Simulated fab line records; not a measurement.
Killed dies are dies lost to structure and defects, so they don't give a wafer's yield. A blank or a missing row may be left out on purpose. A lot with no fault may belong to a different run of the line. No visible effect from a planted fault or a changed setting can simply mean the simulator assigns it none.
Which of the tools did it? + flow gf180mcu + 45 wafers from 15 lots sampled at 3 of the route's 602 steps

## WHAT THE GAUGES SHOWED, per wafer
GF_SALICIDE_THK_MEAS_05: measures by xrf.
| lot  | measured     | on            | SALICIDE_TIN_THK (nm) |
|------|--------------|---------------|-----------------------|
| L632 | day 15 01:50 | film metro-01 | 20.70 20.59 20.69     |
| L634 | day 15 21:46 | film metro-01 | 21.05 21.03 20.91     |
| L635 | day 16 02:56 | film metro-03 | 20.38 20.45 20.39     |
| L636 | day 16 18:01 | film metro-01 | 20.83 20.62 20.96     |
| L637 | day 16 22:34 | film metro-02 | 20.20 20.04 20.21     |
| L638 | day 17 14:55 | film metro-03 | 20.18 20.38 20.39     |
| L639 | day 17 19:32 | film metro-01 | 20.92 20.94 20.86     |
| L640 | day 18 00:29 | film metro-02 | 20.89 21.24 20.99     |
| L641 | day 18 05:37 | film metro-02 | 20.52 20.58 20.38     |
| L645 | day 19 22:53 | film metro-03 | 20.66 21.08 20.61     |
| L646 | day 20 07:13 | film metro-01 | 21.00 21.13 21.10     |
| L648 | day 21 05:15 | film metro-02 | 20.90 20.96 20.68     |
| L652 | day 22 08:27 | film metro-02 | 20.70 20.94 20.79     |
| L653 | day 22 13:48 | film metro-03 | 20.72 20.79 20.71     |
| L655 | day 23 07:36 | film metro-02 | 20.11 19.93 20.42     |

## WHAT TOOL EACH LOT RAN ON (gives the tool, then ch and the chambers of the sampled wafers, and finally the start)
| lot  | GF_LVPWELL_COAT_02               | GF_LVPWELL_STRIP_10                 |
|------|----------------------------------|-------------------------------------|
| L632 | litho track-01 ch 0, day 3 14:59 | plasma asher-02 ch 0,1, day 3 21:52 |
| L634 | litho track-01 ch 0, day 4 01:17 | plasma asher-02 ch 0,1, day 4 08:25 |
| L635 | litho track-03 ch 0, day 4 05:53 | plasma asher-01 ch 0,1, day 4 13:29 |
| L636 | litho track-04 ch 0, day 4 11:44 | plasma asher-01 ch 0,1, day 4 19:09 |
| L637 | litho track-01 ch 0, day 4 16:56 | plasma asher-01 ch 0,1, day 5 00:33 |
| L638 | litho track-01 ch 0, day 4 23:32 | plasma asher-01 ch 0,1, day 5 07:19 |
| L639 | litho track-01 ch 0, day 5 03:41 | plasma asher-01 ch 0,1, day 5 10:49 |
| L640 | litho track-01 ch 0, day 5 10:50 | plasma asher-02 ch 0,1, day 5 18:36 |
| L641 | litho track-04 ch 0, day 5 15:14 | plasma asher-02 ch 0,1, day 5 23:07 |
| L645 | litho track-01 ch 0, day 6 12:47 | plasma asher-02 ch 0,1, day 6 20:50 |
| L646 | litho track-01 ch 0, day 6 17:54 | plasma asher-02 ch 0,1, day 7 02:16 |
| L648 | litho track-01 ch 0, day 7 07:47 | plasma asher-02 ch 0,1, day 7 15:57 |
| L652 | litho track-03 ch 0, day 8 03:35 | plasma asher-04 ch 0,1, day 8 12:22 |
| L653 | litho track-04 ch 0, day 8 09:23 | plasma asher-04 ch 0,1, day 8 18:28 |
| L655 | litho track-04 ch 0, day 8 21:41 | plasma asher-02 ch 0,1, day 9 06:40 |
- GF_LVPWELL_COAT_02: resist thk 3000 nm.
- GF_LVPWELL_STRIP_10: strips in O2/N2.

## WHAT THE TOOLS THEMSELVES READ (means of the sampled wafers that have a number; where no wafer has one, the mark that the record gives instead)
GF_LVPWELL_STRIP_10.
| lot  | tool            | drypump motor current A (A) | heater power w (W) | oes product au (a.u.) | strip time to endpoint s (s) |
|------|-----------------|-----------------------------|--------------------|-----------------------|------------------------------|
| L632 | plasma asher-02 | 5.6                         | 397                | 0.720                 | 36.86                        |
| L634 | plasma asher-02 | 5.7                         | 397                | 0.726                 | 36.82                        |
| L635 | plasma asher-01 | 6.3                         | 330                | 0.725                 | 36.92                        |
| L636 | plasma asher-01 | 6.5                         | 331                | 0.722                 | 37.10                        |
| L637 | plasma asher-01 | 6.3                         | 327                | 0.720                 | 36.84                        |
| L638 | plasma asher-01 | 6.5                         | 333                | 0.723                 | 36.85                        |
| L639 | plasma asher-01 | 6.5                         | 331                | 0.723                 | 36.82                        |
| L640 | plasma asher-02 | 5.7                         | 407                | 0.720                 | 36.86                        |
| L641 | plasma asher-02 | 5.6                         | 400                | 0.722                 | 37.11                        |
| L645 | plasma asher-02 | 5.7                         | 406                | 0.713                 | 12.97                        |
| L646 | plasma asher-02 | 5.7                         | 397                | 0.710                 | 12.98                        |
| L648 | plasma asher-02 | 5.7                         | 402                | 0.721                 | 12.89                        |
| L652 | plasma asher-04 | 6.5                         | 347                | 0.719                 | 37.05                        |
| L653 | plasma asher-04 | 6.5                         | 348                | 0.722                 | 36.85                        |
| L655 | plasma asher-02 | 5.7                         | 402                | 0.721                 | 36.87                        |

## THE ANSWER, worked out from the rows above alone
Rule: usual is defined by the lots themselves. The widest of any qualifying gaps counts: lots, ordered by their means at a reading, are off when they make up no more than a third of the lots, leave a main group of 4 or more, and stand apart from it by 3 or more times the standard deviation of that group's means. If all means in a main group match to the digits the tables above print for the reading, that group is not used. Also off: a lot with no number at a reading for which 4 or more lots have one. Where the step has rows for the other lots, those lots are counted as sound. The gauges are gone through in route order, then the tools' own readings, and for those a lot's mean is taken as printed above. At the first step where some lot is off, the reading lying furthest off is the one used; lots without a number count as furthest.
Off, at GF_LVPWELL_STRIP_10 on strip time to endpoint s: L645, L646, L648. The main group has a mean of 36.91 s with a standard deviation of 0.1.
A tool fits if, at that step or a process step before it, it ran every lot that is off, and no sound lot after the first of them. One fits: GF_LVPWELL_COAT_02 on litho track-01. A fault onset in the window from L640 (day 5 10:50, its last sound lot) to L645 (day 6 12:47, its first lot off) fits.

## WHAT THE SIMULATOR HAD PUT IN
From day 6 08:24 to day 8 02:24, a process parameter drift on litho track-01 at GF_LVPWELL_COAT_02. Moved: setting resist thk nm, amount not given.
Shown lots that were struck: L645, L646, L648. The rule above found the same.
